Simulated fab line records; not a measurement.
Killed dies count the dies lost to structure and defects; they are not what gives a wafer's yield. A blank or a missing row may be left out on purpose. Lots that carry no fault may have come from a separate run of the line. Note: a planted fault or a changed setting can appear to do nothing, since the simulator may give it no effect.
Comparing a struck lot with a sound one | flow sfqLine | 13 steps out of a route of 325
Sound: these wafers, L761.2, L761.3, L761.6. Struck: wafers L753.2, L753.3, L753.4. The cause is named last.
Per side, at each step with rows, come the tool, then ch with its chambers, and then its first start. Under that, the readings that differ: sound wafers | struck wafers | difference of the means | sigmas: that difference in standard deviations of wafers without a fault.
alike: readings with means less than 2 such deviations apart, plus words and numbers identical on both sides. not compared: withheld readings, readings lacking a value on some wafer, bounds such as >300 that could conceal the same value, and numbers that have no deviation in the record and whose values overlap.
Wherever a step has rows on one side only, a row that says differs or no value, or a row with sigmas, the two part there. Numbers that don't overlap but have no deviation are shown without sigmas and don't part them. A reading missing from all wafers of one side parts the sides only when that side holds two or more wafers.

first, 1 step without rows for these wafers: SFQ_TRILAYER_M1_DEP_PRE_CLEAN_038 (time 22.5 s).
SFQ_TRILAYER_M1_DEP_SPUTTER_037: material Nb, target thk 200 nm, time 133.3 s.
  sound on pvdSputter-06 at day 23 18:31; struck on pvdSputter-05 at day 21 12:07
  alike: resputterCathodeVoltageV, throttleValvePct
SFQ_M1_RS_MEAS_909: the measuring method here is four-point-probe.
  sound on filmMetro-03 at day 23 18:38; struck on filmMetro-03 at day 21 12:14
  alike: M1_NB_RS
then, 6 steps without rows for these wafers: SFQ_TRILAYER_M1_LITHO_COAT_044 (resist thk 61.27 nm); SFQ_TRILAYER_M1_LITHO_COAT_039 (resist thk 600 nm); SFQ_TRILAYER_M1_LITHO_SOFTBAKE_043; SFQ_TRILAYER_M1_LITHO_EXPOSE_040 (exposes mask M1, target cd 500 nm); SFQ_TRILAYER_M1_LITHO_PEB_042 (peb time 60 s); SFQ_TRILAYER_M1_LITHO_DEVELOP_041 (time 60 s).
-- the record jumps here: 6 days lie between the struck wafers' starts before and after --
SFQ_M1_OVL_MEAS_911:
  sound on overlay-01 at day 30 07:49; struck on overlay-02 at day 27 23:37
  alike: M1_OVL
SFQ_TRILAYER_M1_BARC_OPEN_METAL_ETCH_054: etches BARC in O2, target depth 125 nm, time 41.7 s.
  sound on rieMetal-01 ch 0,1, day 30 07:50; struck on rieMetal-04 ch 0,1, day 27 23:38
  alike: biasW, drypumpMotorCurrentA, oesProductAu
  not compared: rfHoursCounterH
SFQ_TRILAYER_M1_ETCH_METAL_ETCH_042: etches Nb in Cl2/Ar, stops on SiO2, target depth 240 nm, time 120 s.
  sound on rieMetal-01 ch 0,1, day 30 07:54; struck on rieMetal-04 ch 0,1, day 27 23:42
reading   | sound             | struck            | difference | sigmas
biasW (W) | 79.74 79.89 79.67 | 86.17 86.33 86.14 | +6.45      | +27
  alike: drypumpMotorCurrentA, oesProductAu
  not compared: rfHoursCounterH, model.KrF_of_TRILAYER_M1_LITHO_COAT_039.thkNm
SFQ_TRILAYER_M1_STRIP_STRIP_043: strips in O2.
  sound on rieMetal-01 ch 0,1, day 30 08:02; struck on rieMetal-04 ch 0,1, day 27 23:50
  alike: drypumpMotorCurrentA, oesProductAu, platenTempC
  not compared: rfHoursCounterH

WHERE THEY PART
Only at SFQ_TRILAYER_M1_ETCH_METAL_ETCH_042, as far as this record shows. Later steps at which nothing parts them and some readings are alike: SFQ_TRILAYER_M1_STRIP_STRIP_043.

WHY: what had been put in by the simulator
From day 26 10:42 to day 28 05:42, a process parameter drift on rieMetal-04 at SFQ_TRILAYER_M1_ETCH_METAL_ETCH_042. Setting biasW shifted by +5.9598 from 80. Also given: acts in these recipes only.
